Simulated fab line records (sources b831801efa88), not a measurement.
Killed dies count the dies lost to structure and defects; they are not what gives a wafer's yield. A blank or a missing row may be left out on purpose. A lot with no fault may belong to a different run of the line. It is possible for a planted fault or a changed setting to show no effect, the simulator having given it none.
What tool caused it?	flow gf180mcu	39 wafers from 13 lots sampled at 4 of the route's 602 steps

WHAT THE GAUGES SHOWED, per wafer
GF_STI_THK_MEAS_30. Usual: STI_OXIDATION_02_THK 10.00 nm, standard deviation 0.2.
lot	measured	on	STI_OXIDATION_02_THK (nm)	flag
L789	day 2 17:00	film_metro-04	9.99 10.16 10.11	
L790	day 2 22:02	film_metro-04	10.35 10.03 9.93	
L792	day 3 02:05	film_metro-01	10.03 10.08 10.09	
L793	day 3 06:11	film_metro-04	9.92 9.98 10.11	
L794	day 3 06:12	film_metro-01	9.79 9.88 9.70	
L795	day 3 16:16	film_metro-04	9.88 9.82 9.92	
L796	day 3 20:52	film_metro-04	10.29 10.15 10.04	
L797	day 4 00:43	film_metro-03	10.05 10.10 10.18	
L798	day 4 04:48	film_metro-01	9.96 10.06 10.17	
L800	day 4 16:52	film_metro-03	10.56 10.34 10.41	
L802	day 5 02:12	film_metro-01	15.58 15.75 15.67	OFF
L807	day 6 03:25	film_metro-04	15.60 15.65 15.60	OFF
L809	day 6 12:59	film_metro-01	9.95 10.00 9.93	

GF_DUAL_GATE_THK_MEAS_03. Usual: DUAL_GATE_OXIDATION_00_THK 10.85 nm, standard deviation 0.23.
lot	measured	on	DUAL_GATE_OXIDATION_00_THK (nm)	flag
L789	day 8 03:08	film_metro-03	10.98 10.87 10.83	
L790	day 8 12:33	film_metro-03	10.59 10.50 10.58	
L792	day 8 16:05	film_metro-03	11.22 10.78 11.01	
L793	day 9 00:17	film_metro-04	10.79 10.74 10.83	
L794	day 8 22:05	film_metro-03	10.44 10.31 10.31	
L795	day 9 10:59	film_metro-01	10.84 11.20 11.10	
L796	day 9 16:29	film_metro-01	11.08 11.12 11.30	
L797	day 9 20:59	film_metro-01	10.85 11.00 11.01	
L798	day 10 01:58	film_metro-01	10.88 11.02 11.14	
L800	day 10 18:29	film_metro-01	10.77 10.68 10.76	
L802	day 11 07:38	film_metro-01	10.56 10.74 10.68	
L807	day 12 15:24	film_metro-04	10.71 10.71 10.71	
L809	day 13 06:37	film_metro-01	10.93 10.80 10.75	

GF_HV_LDD_OVL_MEAS_32. Usual: HV_LDD_02_OVL 1.1 nm, standard deviation 1.1.
lot	measured	on	HV_LDD_02_OVL (nm)	flag
L789	day 12 00:52	overlay-01	0.1 1.0 1.8	
L790	day 12 11:07	overlay-02	3.4 2.1 2.9	
L792	day 12 18:52	overlay-02	0.8 0.9 1.4	
L793	day 13 03:40	overlay-02	0.2 0.3 1.3	
L794	day 12 23:13	overlay-01	0.8 -0.1 1.0	
L795	day 13 14:20	overlay-01	1.5 1.6 0.5	
L796	day 13 20:02	overlay-01	2.2 0.9 1.4	
L797	day 14 03:22	overlay-02	1.9 1.3 2.1	
L798	day 14 07:43	overlay-02	1.3 1.2 0.3	
L800	day 15 06:22	overlay-01	0.5 0.6 0.2	
L802	day 15 18:37	overlay-01	1.8 0.7 1.8	
L807	day 17 07:32	overlay-01	0.4 -0.7 -1.2	
L809	day 18 02:40	overlay-01	1.2 0.2 -0.3	

WHAT TOOL EACH LOT RAN ON (gives the tool, then ch and the chambers of the sampled wafers, and finally the start)
lot	GF_STI_OXIDATION_29
L789	furnace-01 ch 0, day 2 15:37
L790	furnace-02 ch 0, day 2 20:38
L792	furnace-01 ch 0, day 3 00:41
L793	furnace-01 ch 0, day 3 04:48
L794	furnace-01 ch 0, day 3 04:48
L795	furnace-01 ch 0, day 3 14:51
L796	furnace-02 ch 0, day 3 19:27
L797	furnace-01 ch 0, day 3 23:19
L798	furnace-01 ch 0, day 4 03:24
L800	furnace-01 ch 0, day 4 15:28
L802	furnace-01 ch 0, day 5 00:49
L807	furnace-01 ch 0, day 6 02:01
L809	furnace-02 ch 0, day 6 11:35
- GF_STI_OXIDATION_29: stabilise 600 s, purge 300 s, target thk 10 nm.

WHAT THE TOOLS THEMSELVES READ (means of the sampled wafers that have a number; where no wafer has one, the mark that the record gives instead)
GF_STI_OXIDATION_29. Usual: 17.2 % for zone_power_centre_pct, sd 2.
lot	tool	zone_power_centre_pct (%)	flag
L789	furnace-01	15.5	
L790	furnace-02	19.5	
L792	furnace-01	15.4	
L793	furnace-01	15.5	
L794	furnace-01	15.6	
L795	furnace-01	15.5	
L796	furnace-02	19.6	
L797	furnace-01	15.4	
L798	furnace-01	15.5	
L800	furnace-01	15.6	
L802	furnace-01	15.6	
L807	furnace-01	15.4	
L809	furnace-02	19.6	

THE ANSWER, worked out from the rows above alone
Rule: lot off if the mean of its wafers having a number is beyond 3 standard deviations from the usual mean. Also off: a lot with no number at a reading for which 4 or more lots have one. Where the step has rows for the other lots, those lots are counted as sound. Order of review: gauges by route order, followed by the tools' own readings, for which a lot's mean as printed above is used. The first step at which some lot is off is used, and at that step the reading that is off furthest; a lot without a number counts as furthest.
Off: L802, L807, at GF_STI_THK_MEAS_30 (STI_OXIDATION_02_THK).
If a tool, at a process step before that reading, ran all the lots that are off and no sound lot after the first of them, it fits. The gauges at GF_STI_THK_MEAS_30 are tried like those tools. One fits: GF_STI_OXIDATION_29 on furnace-01. A fault onset in the window from L800 (day 4 15:28, its last sound lot) to L802 (day 5 00:49, its first lot off) fits.

WHAT THE SIMULATOR PUT IN
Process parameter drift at GF_STI_OXIDATION_29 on furnace-01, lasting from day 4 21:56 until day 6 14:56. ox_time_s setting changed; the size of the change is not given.
Shown lots that were struck: L802, L807. The rule given above showed the same thing.
